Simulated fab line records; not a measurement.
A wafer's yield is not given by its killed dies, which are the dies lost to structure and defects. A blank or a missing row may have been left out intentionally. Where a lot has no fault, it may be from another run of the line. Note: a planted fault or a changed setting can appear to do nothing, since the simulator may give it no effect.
A single fault, viewed from 2 desks    flow gf180mcu    each desk has only its own numbers; what lay behind them comes last

## AT THE TOOL OWNER'S DESK: pvd-sputter-01
The tool's own readings at GF_M4_SPUTTER_04 (material TiN, target thk 50 nm, time 41.7 s): means of the sampled wafers that have a number, for each lot that ran on this tool. A lot is out of limits, marked OUT, if its mean lies more than 4 standard deviations from the usual mean; the brackets give that distance.
Columns: A = cathode-dc-power-W at GF_M4_SPUTTER_04, usual 6405.1 W; B = throttle-valve-pct at GF_M4_SPUTTER_04, usual 30.0 %
lot   first seen here  A       B
L557  day 24 22:03     6404.6  29.2
L563  day 26 15:38     6405.9  29.4
This desk found nothing out of limits on any of the 2 lots.

## FROM THE METROLOGY DESK
Lot by lot, what the gauges showed, no matter which tool ran the lot: averages of those sampled wafers that carry a number. A lot is out of limits, marked OUT, if its mean lies more than 4 standard deviations from the usual mean; the brackets give that distance. It has 9 readings; the 7 that lie furthest out on some lot are the ones shown.
Columns: A = V3_W_RS at GF_V3_RS_MEAS_24, usual 0.327 ohm/sq; B = V3_W_THK at GF_V3_THK_MEAS_25, usual 361 nm; C = M4_ALCU_THK at GF_M4_THK_MEAS_06, usual 452 nm; D = cd-nm at GF_M4_CD_MEAS_14, usual 280.3 nm; E = V4_CVD_00_THK at GF_V4_THK_MEAS_01, usual 601 nm; F = V4_CVD_02_THK at GF_V4_THK_MEAS_03, usual 855 nm; G = V4_BOW at GF_V4_BOW_MEAS_05, usual 132 um
lot   first seen here  A      B    C    D      E    F    G
L553  day 23 17:47     0.331  356  455  280.4  602  872  143
L557  day 24 21:26     0.327  351  453  279.9  593  850  143
L563  day 26 14:59     0.324  372  452  278.7  607  854  134
L572  day 29 04:34     0.326  364  444  280.7  600  852  125
L573  day 29 09:34     0.329  364  456  280.6  609  850  115
This desk found nothing out of limits on any of the 5 lots.

## ALL TOGETHER
Nothing out of limits was seen by the tool owner's desk.
At the metrology desk, nothing out of limits was observed.

## WHAT THE SIMULATOR HAD INSERTED
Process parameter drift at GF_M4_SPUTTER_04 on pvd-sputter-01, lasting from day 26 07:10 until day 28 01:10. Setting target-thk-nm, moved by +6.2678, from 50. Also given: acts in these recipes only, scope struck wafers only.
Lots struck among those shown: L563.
